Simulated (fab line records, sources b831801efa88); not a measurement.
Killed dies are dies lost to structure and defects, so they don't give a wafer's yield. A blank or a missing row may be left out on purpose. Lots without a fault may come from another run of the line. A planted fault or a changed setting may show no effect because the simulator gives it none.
fab line records | flow sky130
record lots=6 wafers=18 last_day=49
route steps=708 shown CONTACT@425 METAL1@434 PAD_OPEN@708
lots that met no fault: from a run of the same line without faults
start_h: hours from the record's first day to the start of the lot's first wafer shown | wait_h: hours since the lot's step before | " the same as in the row above | L1.1+2: a row that stands for several wafers | - no value, or no start given | * or withheld: withheld | < > ~ a bound
route shown NAME@n: a module of which the file shows steps, and the number in the route of the first | usual: mean/standard deviation of fault-free wafers | same: alike in all rows | chamber/n: place in a boat | sites: the reading at each site | _std_site: their standard deviation | _edge_site: outer sites' mean less inner sites' | radius_mm: how far each site lies from the wafer's centre | mask NAME#n: copy n | behind: the tool/chamber that last shaped the wafer | hold: why the lot was held/for how many hours/how that ended | device: the transistor (n, p or np) that didn't switch | end of line: the same wafers' tests at the end of the route | a step without rows: its recipe alone | killed: dies lost to structure and defects at the first sort, not the wafer's yield | map: a wafer's dies, x killed, . not, _ none there
set.NAME: the setting as run; set.NAME@STEP: as run at that earlier step | model.NAME: the simulator's own value behind a step, which no gauge read
lots at some steps of the route; a table a step, a row a wafer
services: from which hour (start_h, from the record's first day; less than 0 if before it) a tool's chamber was out of use, for how many hours, and why
## steps
# step SKY_CONTACT_STRIP_19
# recipe chemistry=O2/N2 power_w=1400 pressure_mtorr=1500 platen_temp_c=withheld o2_flow_sccm=3000 n2_flow_sccm=300 overash_fraction=0.5
# step SKY_CONTACT_STRIP_20
# recipe chemistry=post_etch_residue_remover time_s=1200 temp_c=72.5
# step SKY_CONTACT_CLEAN_21
# recipe chemistry=IPA time_s=180 temp_c=25
# step SKY_CONTACT_CLEAN_22
# recipe chemistry=O3/DIW dry=n2_spin
# step SKY_CONTACT_SPUTTER_23
# recipe material=TiN target_thk_nm=20 chamber_pressure_pa=5 power_w=4000 time_s=80
# usual throttle_valve_pct=30.1/0.84
# columns lot.wafer tool chamber start_h wait_h throttle_valve_pct
L208.3 pvd_sputter-01 - 749.05 0.0 30.4
L208.4 " - " " 29.4
L208.6 " - " " 29.9
L211.1 pvd_sputter-04 - 793.23 0.0 29.6
L211.2 " - " " 30.6
L211.3 " - " " 31.0
L218.2 pvd_sputter-02 - 830.31 0.0 31.4
L218.4 " - " " 30.2
L218.5 " - " " 31.0
L217.3 pvd_sputter-04 - 833.68 0.0 30.8
L217.5 " - " " 29.5
L217.6 " - " " 29.2
L222.1 pvd_sputter-01 - 869.80 0.0 30.4
L222.5 " - " " 30.2
L222.6 " - " " 30.1
L223.1 pvd_sputter-04 - 875.05 0.0 31.2
L223.4 " - " " 29.4
L223.6 " - " " 29.5
# step SKY_CONTACT_CVD_24
# recipe material=W target_thk_nm=340 time_s=102.12 temp_c=400 pressure_torr=40
# usual heater_power_w=866/87
# columns lot.wafer tool chamber start_h wait_h heater_power_w
L208.3 cvd_w-02 0 749.14 0.1 936
L208.4 " 1 " " 984
L208.6 " 1 " " 959
L211.1 cvd_w-01 1 793.30 0.0 867
L211.2 " 0 " " 714
L211.3 " 1 " " 870
L218.2 cvd_w-02 0 830.37 0.0 940
L218.4 " 0 " " 935
L218.5 " 0 " " 914
L217.3 cvd_w-01 0 833.78 0.1 743
L217.5 " 1 " " 855
L217.6 " 0 " " 721
L222.1 cvd_w-01 0 869.86 0.0 748
L222.5 " 1 " " 853
L222.6 " 0 " " 734
L223.1 cvd_w-01 1 875.11 0.0 881
L223.4 " 0 " " 752
L223.6 " 1 " " 884
# step SKY_CONTACT_RS_MEAS_25
# recipe thk_meas_gauge=four-point-probe reads=W_of_CONTACT_CVD_24+TiN_of_CONTACT_SPUTTER_23
# usual CONTACT_W_RS=0.338/0.0031
# columns lot.wafer tool chamber start_h wait_h CONTACT_W_RS[ohm/sq]
L208.3 film_metro-03 - 749.26 0.1 0.334
L208.4 " - " " 0.339
L208.6 " - " " 0.343
L211.1 film_metro-02 - 793.41 0.1 0.340
L211.2 " - " " 0.339
L211.3 " - " " 0.343
L218.2 film_metro-03 - 830.50 0.1 0.339
L218.4 " - " " 0.341
L218.5 " - " " 0.343
L217.3 film_metro-04 - 833.89 0.1 0.336
L217.5 " - " " 0.341
L217.6 " - " " 0.335
L222.1 film_metro-03 - 869.97 0.1 0.337
L222.5 " - " " 0.337
L222.6 " - " " 0.341
L223.1 film_metro-02 - 875.22 0.1 0.337
L223.4 " - " " 0.336
L223.6 " - " " 0.342
# step SKY_CONTACT_THK_MEAS_26
# recipe thk_meas_gauge=xrf reads=W_of_CONTACT_CVD_24
# usual CONTACT_W_THK=344/3.4
# columns lot.wafer tool chamber start_h wait_h CONTACT_W_THK[nm]
L208.3 film_metro-03 - 749.36 0.1 345
L208.4 " - " " 341
L208.6 " - " " 336
L211.1 film_metro-02 - 793.53 0.1 343
L211.2 " - " " 345
L211.3 " - " " 340
L218.2 film_metro-03 - 830.61 0.1 345
L218.4 " - " " 340
L218.5 " - " " 338
L217.3 film_metro-04 - 833.99 0.1 341
L217.5 " - " " 338
L217.6 " - " " 342
L222.1 film_metro-03 - 870.09 0.1 349
L222.5 " - " " 349
L222.6 " - " " 344
L223.1 film_metro-02 - 875.34 0.1 346
L223.4 " - " " 346
L223.6 " - " " 341
# step SKY_CONTACT_CMP_27
# recipe stop_on=SiO2 t_overpolish_s=15 down_force_psi=3.5 platen_rpm=60 target_thk_nm=0 pad_velocity_m_s=0.94248
# step SKY_METAL1_SPUTTER_00
# recipe material=Ti target_thk_nm=15 power_w=3000 time_s=10 chamber_pressure_pa=0.4
# usual throttle_valve_pct=30.7/1.1
# columns lot.wafer tool chamber start_h wait_h throttle_valve_pct
L208.3 pvd_sputter-03 - 749.70 0.2 31.6
L208.4 " - " " 29.7
L208.6 " - " " 29.8
L211.1 pvd_sputter-01 - 793.89 0.1 30.0
L211.2 " - " " 30.3
L211.3 " - " " 29.4
L218.2 pvd_sputter-01 - 830.96 0.2 29.5
L218.4 " - " " 29.9
L218.5 " - " " 29.6
L217.3 pvd_sputter-01 - 834.33 0.1 30.1
L217.5 " - " " 29.7
L217.6 " - " " 29.6
L222.1 pvd_sputter-03 - 870.45 0.2 32.9
L222.5 " - " " 32.7
L222.6 " - " " 31.4
L223.1 pvd_sputter-03 - 875.70 0.1 31.6
L223.4 " - " " 33.0
L223.6 " - " " 31.1
# step SKY_METAL1_SPUTTER_01
# recipe material=TiN target_thk_nm=20 power_w=6500 time_s=16.7 chamber_pressure_pa=0.4
# step SKY_METAL1_SPUTTER_02
# recipe material=AlCu target_thk_nm=250 power_w=10600 time_s=13.3 chamber_pressure_pa=0.4
# usual throttle_valve_pct=30.7/1.1
# columns lot.wafer tool chamber start_h wait_h throttle_valve_pct
L208.3 pvd_sputter-03 - 749.75 0.0 31.5
L208.4 " - " " 29.7
L208.6 " - " " 29.5
L211.1 pvd_sputter-01 - 793.93 0.0 29.8
L211.2 " - " " 29.9
L211.3 " - " " 29.2
L218.2 pvd_sputter-01 - 831.01 0.0 29.3
L218.4 " - " " 30.3
L218.5 " - " " 29.6
L217.3 pvd_sputter-01 - 834.38 0.0 30.1
L217.5 " - " " 29.8
L217.6 " - " " 29.6
L222.1 pvd_sputter-03 - 870.49 0.0 33.0
L222.5 " - " " 33.1
L222.6 " - " " 31.6
L223.1 pvd_sputter-03 - 875.75 0.0 31.7
L223.4 " - " " 33.0
L223.6 " - " " 30.8
# step SKY_METAL1_SPUTTER_03
# recipe material=Ti target_thk_nm=5 power_w=3000 time_s=3.3 chamber_pressure_pa=0.4
# usual throttle_valve_pct=30.7/1.1
# columns lot.wafer tool chamber start_h wait_h throttle_valve_pct model.Ti_of_METAL1_SPUTTER_03.thk_nm
L208.3 pvd_sputter-03 - 749.77 0.0 31.6 5.137
L208.4 " - " " 29.7 4.968
L208.6 " - " " 29.4 4.994
L211.1 pvd_sputter-01 - 793.96 0.0 30.0 5.038
L211.2 " - " " 30.5 5.03
L211.3 " - " " 29.8 4.862
L218.2 pvd_sputter-01 - 831.03 0.0 29.5 5.17
L218.4 " - " " 30.2 5.29
L218.5 " - " " 29.6 5.204
L217.3 pvd_sputter-01 - 834.41 0.0 30.4 5.373
L217.5 " - " " 30.0 5.329
L217.6 " - " " 29.5 5.224
L222.1 pvd_sputter-03 - 870.52 0.0 33.1 5.002
L222.5 " - " " 32.9 5.069
L222.6 " - " " 31.6 5.207
L223.1 pvd_sputter-03 - 875.78 0.0 31.3 5.08
L223.4 " - " " 33.1 5.115
L223.6 " - " " 31.1 5.018
# step SKY_METAL1_SPUTTER_04
# recipe material=TiN target_thk_nm=70 power_w=6500 time_s=58.3 chamber_pressure_pa=0.4
# usual throttle_valve_pct=30.7/1.1
# columns lot.wafer tool chamber start_h wait_h throttle_valve_pct
L208.3 pvd_sputter-03 - 749.79 0.0 31.5
L208.4 " - " " 29.4
L208.6 " - " " 29.5
L211.1 pvd_sputter-01 - 793.98 0.0 29.9
L211.2 " - " " 30.1
L211.3 " - " " 29.7
L218.2 pvd_sputter-01 - 831.05 0.0 29.3
L218.4 " - " " 30.0
L218.5 " - " " 29.4
L217.3 pvd_sputter-01 - 834.42 0.0 30.2
L217.5 " - " " 29.9
L217.6 " - " " 29.4
L222.1 pvd_sputter-03 - 870.54 0.0 32.9
L222.5 " - " " 32.8
L222.6 " - " " 31.6
L223.1 pvd_sputter-03 - 875.80 0.0 31.5
L223.4 " - " " 32.7
L223.6 " - " " 30.9
# step SKY_PAD_OPEN_PROBE_99
# usual defect_limited_yield=82.1/1.8 killed_at_M0_to_M3=45/6.9 killed_at_M4_up=3.2/1.8 killed_at_contacts=25/5.3 killed_at_front_end=16/4.3 killed_at_other=0.2/0.52 killed_dies=88/8.7 killed_open=48/6.5 killed_short=40/6 sort_bin_3_pad_short=0.9/0.4 sort_bin_5_function=10.8/1.5 sort_bin_6_memory=6.3/1 sort_n_pass=404/8.7 sort_yield_pct=82.1/1.8
# same gross_dies=492 killed_at_back_side=0 sort_bin_4_leakage[%]=0 sort_bin_8_speed[%]=0
# columns lot.wafer tool chamber start_h wait_h defect_limited_yield[%] killed_at_M0_to_M3 killed_at_M4_up killed_at_contacts killed_at_front_end killed_at_other killed_dies killed_open killed_short sort_bin_3_pad_short[%] sort_bin_5_function[%] sort_bin_6_memory[%] sort_n_pass sort_yield_pct[%]
L218.2 prober-02 - 1150.58 0.1 82.1 45 3 29 11 0 88 42 46 1.2 12.0 4.7 404 82.1
L218.4 prober-02 - 1150.68 0.2 83.9 37 1 27 14 0 79 40 37 0.6 9.3 6.1 413 83.9
L218.5 prober-02 - 1150.73 0.2 81.3 55 0 23 13 1 92 43 49 2.0 10.2 6.5 400 81.3
L217.3 prober-01 - 1151.84 0.2 80.9 52 3 20 19 0 94 56 37 0.8 11.4 6.9 398 80.9
L217.5 prober-01 - 1151.94 0.2 84.8 36 0 20 19 0 75 43 31 0.6 9.8 4.9 417 84.8
L217.6 prober-01 - 1151.99 0.2 83.7 39 4 20 17 0 80 45 34 1.0 9.6 5.7 412 83.7
# killed by level:class
L218.2 METAL2:geometric_particle:short=13 CONTACT:geometric_particle:open=10 LI_CONTACT:geometric_particle:open=9 VIA3:geometric_particle:open=7 LOCAL_INTERCONNECT:geometric_particle:short=6 VIA1:geometric_particle:open=6 VIA1:geometric_particle:short=5 FIELD_ISO:geometric_particle:open=4
L218.4 CONTACT:geometric_particle:open=8 METAL1:geometric_particle:short=8 LI_CONTACT:geometric_particle:open=8 VIA1:geometric_particle:open=8 METAL2:geometric_particle:short=7 METAL1:geometric_particle:open=5 LOCAL_INTERCONNECT:geometric_particle:short=5 CONTACT:geometric_particle:short=5
L218.5 METAL1:geometric_particle:short=10 VIA3:geometric_particle:open=10 VIA1:geometric_particle:short=8 VIA1:geometric_particle:open=8 CONTACT:geometric_particle:open=7 LI_CONTACT:geometric_particle:open=5 FIELD_ISO:geometric_particle:short=4 POLY_GATE:geometric_particle:short=4
L217.3 VIA1:geometric_particle:open=11 VIA3:geometric_particle:open=10 VIA3:geometric_particle:short=8 CONTACT:geometric_particle:open=7 LI_CONTACT:geometric_particle:open=7 VIA2:geometric_particle:open=7 FIELD_ISO:geometric_particle:open=6 POLY_GATE:geometric_particle:short=6
L217.5 CONTACT:geometric_particle:open=8 VIA3:geometric_particle:short=7 CONTACT:geometric_particle:short=6 VIA1:geometric_particle:open=6 VIA2:geometric_particle:open=6 POLY_GATE:geometric_particle:open=5 SPACER:geometric_particle:open=5 VIA3:geometric_particle:open=5
L217.6 VIA3:geometric_particle:open=11 VIA1:geometric_particle:open=11 CONTACT:geometric_particle:open=7 VIA2:geometric_particle:open=6 POLY_GATE:geometric_particle:open=4 SPACER:geometric_particle:short=4 METAL2:geometric_particle:short=4 FIELD_ISO:geometric_particle:short=3
## services
# columns tool chamber start_h hours kind
pvd_sputter-03 - 732.01 3.8 repair
pvd_sputter-04 3 752.57 - consumable_replace:kit
pvd_sputter-04 3 752.57 18.0 scheduled_down
pvd_sputter-04 3 752.57 18.0 vent_cycle
pvd_sputter-04 - 758.18 18.6 repair
cvd_w-02 1 775.87 3.8 repair
pvd_sputter-03 - 780.42 9.9 repair
pvd_sputter-01 - 789.67 2.1 repair
pvd_sputter-03 1 820.89 - consumable_replace:kit
pvd_sputter-03 1 820.89 18.0 scheduled_down
pvd_sputter-03 1 820.89 18.0 vent_cycle
cvd_w-02 - 830.86 1.9 repair
pvd_sputter-02 3 832.59 - consumable_replace:kit
pvd_sputter-02 3 832.59 18.0 scheduled_down
pvd_sputter-02 3 832.59 18.0 vent_cycle
pvd_sputter-01 - 837.56 9.8 repair
cvd_w-01 - 844.42 0.9 repair
cvd_w-02 - 849.60 6.0 pm
pvd_sputter-04 - 861.83 0.6 repair
## key
first_sign none at tools or gauges
model_effect step=SKY_METAL1_SPUTTER_03 value=Ti_of_METAL1_SPUTTER_03.thk_nm without=5.08 struck=5.265
met_at SKY_METAL1_SPUTTER_03
struck_wafers L217.3,L217.5,L217.6,L218.2,L218.4,L218.5
onset_between 793.96 831.03
also_fits SKY_METAL1_SPUTTER_00:pvd_sputter-01,SKY_METAL1_SPUTTER_02:pvd_sputter-01
fault kind=process_parameter_drift tool=pvd_sputter-01 chamber=- onset_h=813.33 steps=SKY_METAL1_SPUTTER_03 channel=time_s offset=* shape=step end_h=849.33 acts_in=* stated=*
